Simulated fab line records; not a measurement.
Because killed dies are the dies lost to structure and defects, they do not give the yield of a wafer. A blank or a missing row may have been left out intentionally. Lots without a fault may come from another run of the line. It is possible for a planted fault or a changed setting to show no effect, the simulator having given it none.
Which tool did it? + flow sky130 + 6 lots with 18 wafers sampled at 4 steps, on a route of 708 steps

== WHAT EACH GAUGE READ, for each wafer ==
SKY_SD_N_CD_MEAS_07 targets a cd of 380 nm.
| lot  | measured     | on       | cdNm (nm)         |
|------|--------------|----------|-------------------|
| L841 | day 28 17:34 | cdSem-02 | 379.8 379.4 379.7 |
| L847 | day 30 14:22 | cdSem-02 | 395.4 382.1 381.3 |
| L850 | day 32 02:49 | cdSem-02 | 379.2 380.2 378.3 |
| L857 | day 34 00:45 | cdSem-01 | 381.9 380.7 382.8 |
| L859 | day 34 17:09 | cdSem-01 | 379.6 381.3 382.5 |
| L862 | day 35 05:35 | cdSem-02 | 381.1 382.5 381.6 |

== WHICH TOOL RAN EACH LOT (tool, then ch and the chambers of the sampled wafers, then the start) ==
| lot  | SKY_LDD_HVN_STRIP_09                | SKY_POLY_CUT_ETCH_11              | SKY_SD_N_DEVELOP_06              |
|------|-------------------------------------|-----------------------------------|----------------------------------|
| L841 | plasmaAsher-01 ch 0,1, day 21 05:15 | rieDiel-03 ch 0,1,2, day 25 02:34 | lithoTrack-03 ch 0, day 28 17:25 |
| L847 | plasmaAsher-03 ch 0,1, day 23 05:33 | rieDiel-02 ch 0,1,2, day 27 00:37 | lithoTrack-03 ch 0, day 30 14:13 |
| L850 | plasmaAsher-02 ch 0,1, day 24 17:50 | rieDiel-03 ch 0,1, day 28 14:22   | lithoTrack-04 ch 0, day 32 02:34 |
| L857 | plasmaAsher-02 ch 0,1, day 26 23:11 | rieDiel-02 ch 0,1,2, day 30 13:58 | lithoTrack-04 ch 0, day 34 00:36 |
| L859 | plasmaAsher-03 ch 0,1, day 27 17:48 | rieDiel-02 ch 0,3, day 31 09:04   | lithoTrack-04 ch 0, day 34 17:00 |
| L862 | plasmaAsher-01 ch 0,1, day 28 05:16 | rieDiel-03 ch 0,2,3, day 31 20:52 | lithoTrack-02 ch 0, day 35 05:26 |
- SKY_LDD_HVN_STRIP_09: strips in O2/N2.
- SKY_POLY_CUT_ETCH_11: etches Si3N4 in CF4/CH2F2/Ar, stops on poly-Si, time 42.5 s, target depth 60 nm.
- SKY_SD_N_DEVELOP_06: develop time 60 s.

== THE ANSWER, worked out from the rows above alone ==
Rule: the lots themselves supply what counts as usual. Put in order of their means at a reading, lots are off if they are a third of the lots or fewer, leave a main group of 4 or more, and stand apart from it by a gap of 3 or more times the standard deviation of the main group's means; of several such gaps the widest counts. If all means in a main group match to the digits the tables above print for the reading, that group is not used. Also off: a lot with no number at a reading for which 4 or more lots have one. All remaining lots with rows at the step are treated as sound.
Off: L847 (SKY_SD_N_CD_MEAS_07, cdNm). For the main group the mean is 380.7 nm and the standard deviation 1.1.
A tool fits if, at a process step before that reading, it ran every lot that is off, and no sound lot after the first of them. Gauges at SKY_SD_N_CD_MEAS_07: tried the same way as those tools. One fits: SKY_SD_N_DEVELOP_06 on lithoTrack-03. A fault onset in the window from L841 (day 28 17:25, its last sound lot) to L847 (day 30 14:13, its first lot off) fits.

== WHAT HAD BEEN PUT IN BY THE SIMULATOR ==
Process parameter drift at SKY_SD_N_DEVELOP_06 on lithoTrack-03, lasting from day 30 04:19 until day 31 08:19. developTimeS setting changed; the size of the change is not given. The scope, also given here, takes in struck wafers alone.
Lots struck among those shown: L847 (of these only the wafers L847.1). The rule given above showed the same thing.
